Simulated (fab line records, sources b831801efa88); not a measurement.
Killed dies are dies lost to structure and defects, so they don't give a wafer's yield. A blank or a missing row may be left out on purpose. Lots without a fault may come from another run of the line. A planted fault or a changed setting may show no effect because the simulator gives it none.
Which tool did it? | flow sky130 | 11 lots, 33 wafers sampled, at 5 steps of a route of 708

WHAT THE GAUGES READ, wafer by wafer
SKY_POLY_GATE_THK_MEAS_21. Usual: POLY_GATE_OXIDATION_THK 4.01 nm, standard deviation 0.072.
lot  | measured     | on            | POLY_GATE_OXIDATION_THK (nm) | flag
L144 | day 17 09:46 | film_metro-02 | 4.10 4.02 4.17               |
L146 | day 18 07:28 | film_metro-02 | 3.90 4.01 3.95               |
L147 | day 18 17:49 | film_metro-04 | 4.07 4.04 4.05               |
L148 | day 19 00:59 | film_metro-02 | 3.93 3.96 3.92               |
L152 | day 20 12:35 | film_metro-02 | 4.09 4.08 4.15               |
L153 | day 21 00:05 | film_metro-01 | 4.91 4.99 4.93               | OFF
L154 | day 21 10:37 | film_metro-01 | 4.91 4.97 4.97               | OFF
L155 | day 21 17:48 | film_metro-02 | 4.94 4.97 4.94               | OFF
L160 | day 23 13:01 | film_metro-01 | 3.99 4.06 4.00               |
L161 | day 23 15:05 | film_metro-02 | 4.07 4.07 4.10               |
L164 | day 24 17:35 | film_metro-02 | 3.88 3.93 3.99               |

SKY_LOCAL_INTERCONNECT_RS_MEAS_01: measures by four-point-probe. Usual: LOCAL_INTERCONNECT_TIN_RS 14.08 ohm/sq, standard deviation 0.15.
lot  | measured     | on            | LOCAL_INTERCONNECT_TIN_RS (ohm/sq) | flag
L144 | day 30 02:09 | film_metro-02 | 13.89 13.95 13.87                  |
L146 | day 30 20:07 | film_metro-01 | 13.85 14.07 13.94                  |
L147 | day 31 11:41 | film_metro-02 | 14.06 14.06 14.07                  |
L148 | day 31 14:41 | film_metro-01 | 14.25 14.27 14.21                  |
L152 | day 32 22:37 | film_metro-02 | 14.07 13.95 14.09                  |
L153 | day 33 07:55 | film_metro-02 | 14.28 14.29 14.31                  |
L154 | day 33 17:02 | film_metro-02 | 14.30 14.12 14.06                  |
L155 | day 33 21:47 | film_metro-01 | 14.21 14.19 14.18                  |
L160 | day 35 13:52 | film_metro-03 | 13.94 13.86 13.88                  |
L161 | day 35 14:22 | film_metro-02 | 14.02 14.17 14.20                  |
L164 | day 36 14:20 | film_metro-02 | 14.23 14.26 14.19                  |

WHICH TOOL RAN EACH LOT (tool, then ch and the chambers of the sampled wafers, then the start)
lot  | SKY_POLY_GATE_OXIDATION_20    | SKY_POLY_CUT_STRIP_12                | SKY_LI_CONTACT_CMP_24
L144 | furnace-02 ch 0, day 17 08:31 | plasma_asher-02 ch 1, day 25 02:23   | cmp-02 ch 0,1, day 30 01:47
L146 | furnace-02 ch 0, day 18 06:13 | plasma_asher-04 ch 0,1, day 26 00:11 | cmp-01 ch 0,1,2, day 30 19:49
L147 | furnace-01 ch 0, day 18 16:34 | plasma_asher-03 ch 1, day 26 14:37   | cmp-01 ch 0,2, day 31 11:21
L148 | furnace-02 ch 0, day 18 23:44 | plasma_asher-02 ch 1, day 26 17:44   | cmp-02 ch 0,2, day 31 14:20
L152 | furnace-01 ch 0, day 20 11:20 | plasma_asher-03 ch 0,1, day 28 05:07 | cmp-02 ch 1,2,3, day 32 22:16
L153 | furnace-02 ch 0, day 20 22:50 | plasma_asher-02 ch 0,1, day 28 15:41 | cmp-01 ch 0,2, day 33 07:37
L154 | furnace-02 ch 0, day 21 09:20 | plasma_asher-03 ch 0,1, day 28 23:13 | cmp-01 ch 2,3, day 33 16:41
L155 | furnace-02 ch 0, day 21 16:32 | plasma_asher-02 ch 0,1, day 29 06:01 | cmp-01 ch 1,3, day 33 21:25
L160 | furnace-01 ch 0, day 23 11:45 | plasma_asher-02 ch 0,1, day 30 22:50 | cmp-02 ch 0,2,3, day 35 13:32
L161 | furnace-01 ch 0, day 23 13:50 | plasma_asher-04 ch 1, day 31 00:37   | cmp-02 ch 0,3, day 35 14:04
L164 | furnace-01 ch 0, day 24 16:20 | plasma_asher-02 ch 0,1, day 32 00:41 | cmp-01 ch 0,1,2, day 36 13:58
- SKY_POLY_GATE_OXIDATION_20: stabilise 600 s, purge 300 s, target thk 4 nm.
- SKY_POLY_CUT_STRIP_12: strips in O2/N2.
- SKY_LI_CONTACT_CMP_24: polishes, stops on PSG, t overpolish 20 s, target thk 0 nm.

WHAT THE TOOLS THEMSELVES READ (means of the sampled wafers that have a number; where no wafer has one, the mark that the record gives instead)
SKY_POLY_GATE_OXIDATION_20. Usual: spike_tc_bottom_C 870.8 C, standard deviation 2.2; spike_tc_centre_C 851.2 C, standard deviation 1; spike_tc_lower_C 849.7 C, standard deviation 0.97; spike_tc_top_C 860.0 C, standard deviation 1.2; spike_tc_upper_C 849.2 C, standard deviation 1.6; tube_center_temp_C 850.01 C, standard deviation 0.07; tube_center_temp_C_max 852.2, standard deviation 0.37.
lot  | tool       | spike_tc_bottom_C (C) | spike_tc_centre_C (C) | spike_tc_lower_C (C) | spike_tc_top_C (C) | spike_tc_upper_C (C) | tube_center_temp_C (C) | tube_center_temp_C_max | flag
L144 | furnace-02 | 872.4                 | 851.8                 | 849.6                | 859.4              | 847.5                | 850.00                 | 852.4                  |
L146 | furnace-02 | 871.7                 | 852.0                 | 848.8                | 859.5              | 848.6                | 850.00                 | 852.1                  |
L147 | furnace-01 | 869.0                 | 850.7                 | 850.1                | 859.2              | 851.6                | 850.10                 | 852.2                  |
L148 | furnace-02 | 872.1                 | 851.4                 | 848.8                | 860.9              | 848.6                | 850.00                 | 852.1                  |
L152 | furnace-01 | 868.1                 | 850.7                 | 848.7                | 859.9              | 850.9                | 850.04                 | 852.6                  |
L153 | furnace-02 | 889.5                 | 867.9                 | 866.2                | 877.5              | 864.5                | 866.22                 | 868.3                  | OFF
L154 | furnace-02 | 888.9                 | 867.3                 | 866.4                | 876.4              | 864.1                | 866.29                 | 868.2                  | OFF
L155 | furnace-02 | 888.5                 | 867.6                 | 865.3                | 876.2              | 864.7                | 866.27                 | 868.9                  | OFF
L160 | furnace-01 | 868.8                 | 850.4                 | 850.2                | 857.9              | 849.9                | 849.99                 | 852.1                  |
L161 | furnace-01 | 868.1                 | 851.4                 | 850.2                | 859.7              | 850.7                | 850.08                 | 852.2                  |
L164 | furnace-01 | 868.0                 | 850.9                 | 850.4                | 859.0              | 850.9                | 850.01                 | 852.4                  |

SKY_POLY_CUT_STRIP_12. Usual: drypump_motor_current_A 5.7 A, standard deviation 0.46; oes_product_au 0.452 a.u., standard deviation 0.0044; strip_time_to_endpoint_s 5.360 s, standard deviation 0.019.
lot  | tool            | drypump_motor_current_A (A) | oes_product_au (a.u.) | strip_time_to_endpoint_s (s) | flag
L144 | plasma_asher-02 | 5.6                         | 0.454                 | 5.342                        |
L146 | plasma_asher-04 | 5.1                         | 0.453                 | 5.385                        |
L147 | plasma_asher-03 | 6.5                         | 0.454                 | 5.364                        |
L148 | plasma_asher-02 | 5.5                         | 0.452                 | 5.368                        |
L152 | plasma_asher-03 | 6.3                         | 0.454                 | 5.368                        |
L153 | plasma_asher-02 | 5.5                         | 0.452                 | 5.349                        |
L154 | plasma_asher-03 | 6.4                         | 0.452                 | 5.351                        |
L155 | plasma_asher-02 | 5.6                         | 0.452                 | 5.334                        |
L160 | plasma_asher-02 | 5.5                         | 0.452                 | 5.357                        |
L161 | plasma_asher-04 | 5.4                         | 0.450                 | 5.357                        |
L164 | plasma_asher-02 | 5.6                         | 0.453                 | 5.340                        |

SKY_LI_CONTACT_CMP_24. Usual: motor_current_A 11.2 A, standard deviation 1; overpolish_run_s 19.999 s, standard deviation 0.0089; time_to_endpoint_s 98 s, standard deviation 3.1.
lot  | tool   | motor_current_A (A) | overpolish_run_s (s) | time_to_endpoint_s (s) | flag
L144 | cmp-02 | 11.8                | 20.000               | 99                     |
L146 | cmp-01 | 10.8                | 19.995               | 96                     |
L147 | cmp-01 | 10.2                | 20.006               | 101                    |
L148 | cmp-02 | 12.8                | 20.011               | 94                     |
L152 | cmp-02 | 11.2                | 19.999               | 100                    |
L153 | cmp-01 | 11.1                | 20.000               | 100                    |
L154 | cmp-01 | 11.6                | 20.002               | 99                     |
L155 | cmp-01 | 11.0                | 19.997               | 99                     |
L160 | cmp-02 | 12.2                | 19.998               | 98                     |
L161 | cmp-02 | 11.5                | 19.999               | 98                     |
L164 | cmp-01 | 10.5                | 20.001               | 97                     |

THE ANSWER, worked out from the rows above alone
Rule: a lot is off if the mean of its wafers that have a number lies more than 3 standard deviations from the usual mean. A lot without any number at a reading at which 4 lots or more have one is off too. The other lots that the step has rows for count as sound. The gauges are gone through in route order, then the tools' own readings, and for those a lot's mean is taken as printed above. The first step at which some lot is off is used, and at that step the reading that is off furthest; a lot without a number counts as furthest.
Off: L153, L154, L155, at SKY_POLY_GATE_THK_MEAS_21 (POLY_GATE_OXIDATION_THK).
A tool fits if, at a process step before that reading, it ran every lot that is off, and no sound lot after the first of them. The gauges at SKY_POLY_GATE_THK_MEAS_21 aren't tried: what is off there is off at SKY_POLY_GATE_OXIDATION_20 too, on other tools, and a gauge's error can't cause that. One fits: furnace-02 at SKY_POLY_GATE_OXIDATION_20. Its last sound lot is L148 (day 18 23:44), its first lot that is off L153 (day 20 22:50): a fault that began between those two fits.
The tool's own readings at SKY_POLY_GATE_OXIDATION_20 bear it out: on the lots that are off they differ by more than 5 times the standard deviation of the sound lots' means. spike_tc_bottom_C reads 889.0 C there against 869.8 C on the sound lots; spike_tc_centre_C reads 867.6 C there against 851.2 C on the sound lots; spike_tc_lower_C reads 866.0 C there against 849.6 C on the sound lots; spike_tc_top_C reads 876.7 C there against 859.4 C on the sound lots; spike_tc_upper_C reads 864.4 C there against 849.8 C on the sound lots; tube_center_temp_C reads 866.26 C there against 850.03 C on the sound lots; tube_center_temp_C_max reads 868.5 there against 852.3 on the sound lots.

WHAT THE SIMULATOR HAD PUT IN
Process parameter drift: furnace-02, from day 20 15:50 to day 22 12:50, at SKY_POLY_GATE_OXIDATION_20. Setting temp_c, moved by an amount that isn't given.
Lots struck among those shown: L153, L154, L155. The rule above found the same.
